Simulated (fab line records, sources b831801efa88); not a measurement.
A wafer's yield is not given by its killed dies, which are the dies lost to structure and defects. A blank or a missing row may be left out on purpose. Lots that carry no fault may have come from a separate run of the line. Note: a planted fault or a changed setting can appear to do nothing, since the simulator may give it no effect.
A struck lot beside a sound one    flow sky130    15 out of 708 route steps
Sound: these wafers, L496.2, L496.4, L496.6. Wafers L502.1, L502.2, L502.4 were the ones struck. The cause is named last.
Per side, at each step with rows, come the tool, then ch with its chambers, and then its first start. Under that, the readings that differ: sound wafers    struck wafers    difference of the means    sigmas: that difference in standard deviations of wafers without a fault.
alike: same words and numbers on both sides, and readings whose means sit less than 2 such deviations apart. not compared: any withheld reading, any reading some wafer has no value for, any bound like >300 that may hide the same value, and any number with overlapping values for which the record gives no deviation.
Wherever a step has rows on one side only, a row that says differs or no value, or a row with sigmas, the two part there. Non-overlapping numbers with no deviation appear without sigmas and do not part them. A reading that every wafer of one side lacks parts them only if that side has two wafers or more.

SKY_METAL2_SPUTTER_02: material AlCu, target thk 250 nm, time 13.3 s.
  sound: pvdSputter-04 at day 35 23:53; struck: pvdSputter-01 at day 36 10:11
  alike: throttleValvePct
SKY_METAL2_SPUTTER_03: material Ti, target thk 5 nm, time 3.3 s.
  sound: pvdSputter-04 at day 35 23:54; struck: pvdSputter-01 at day 36 10:13
  alike: throttleValvePct
SKY_METAL2_SPUTTER_04: material TiN, target thk 70 nm, time 56.74 s.
  sound: pvdSputter-04 at day 35 23:55; struck: pvdSputter-01 at day 36 10:14
  alike: throttleValvePct
SKY_METAL2_RS_MEAS_05: measurement is done with a four-point probe.
  sound: filmMetro-04 at day 35 23:59; struck: filmMetro-02 at day 36 10:17
  alike: METAL2_ALCU_RS
SKY_METAL2_THK_MEAS_06: measures by xrf.
  sound: filmMetro-04 at day 36 00:06; struck: filmMetro-02 at day 36 10:25
  alike: METAL2_ALCU_THK
then, 7 steps without rows for these wafers: SKY_METAL2_DEHYDRATE_07 (time 60 s); SKY_METAL2_HMDS_08 (prime time 60 s); SKY_METAL2_COAT_09 (resist thk 60 nm); SKY_METAL2_COAT_10 (resist thk 450 nm); SKY_METAL2_SOFTBAKE_11 (time 90 s); SKY_METAL2_EXPOSE_12 (exposes mask MM2, target cd 140 nm); SKY_METAL2_PEB_13.
SKY_METAL2_DEVELOP_14: develop time 60 s.
  sound on lithoTrack-02 ch 0, day 37 01:00; struck on lithoTrack-04 ch 0, day 37 11:00
reading             sound              struck             difference  sigmas
developerTempC (C)  20.85 21.15 21.05  21.73 21.83 21.92  +0.81       +8
SKY_METAL2_CD_MEAS_15: target cd 140 nm.
  sound: cdSem-02 at day 37 02:04; struck: cdSem-02 at day 37 11:23
  alike: cdNm
-- the record jumps here: 10 days lie between the struck wafers' starts before and after (it left off in module METAL2 and takes up again in module PAD_OPEN, whose first step shown is number 708 of the route) --
SKY_PAD_OPEN_PROBE_99:
  sound: prober-02 at day 47 08:56; struck: prober-02 at day 47 13:09
  alike: defectLimitedYield, killed_at_M0_to_M3, killed_at_M4_up, killedAtContacts, killedAtFrontEnd, killedAtOther, killedDies, killedOpen, killedShort, sort_bin_3_pad_short, sort_bin_5_function, sort_bin_6_memory, sortNPass, sortYieldPct

== WHERE THEY PART ==
At SKY_METAL2_DEVELOP_14 and nowhere else, as far as this record goes. Later steps at which nothing parts them and some readings are alike: SKY_METAL2_CD_MEAS_15, SKY_PAD_OPEN_PROBE_99.

WHY: the cause the simulator had injected
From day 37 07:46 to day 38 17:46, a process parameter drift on lithoTrack-04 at SKY_METAL2_DEVELOP_14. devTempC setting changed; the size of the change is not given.
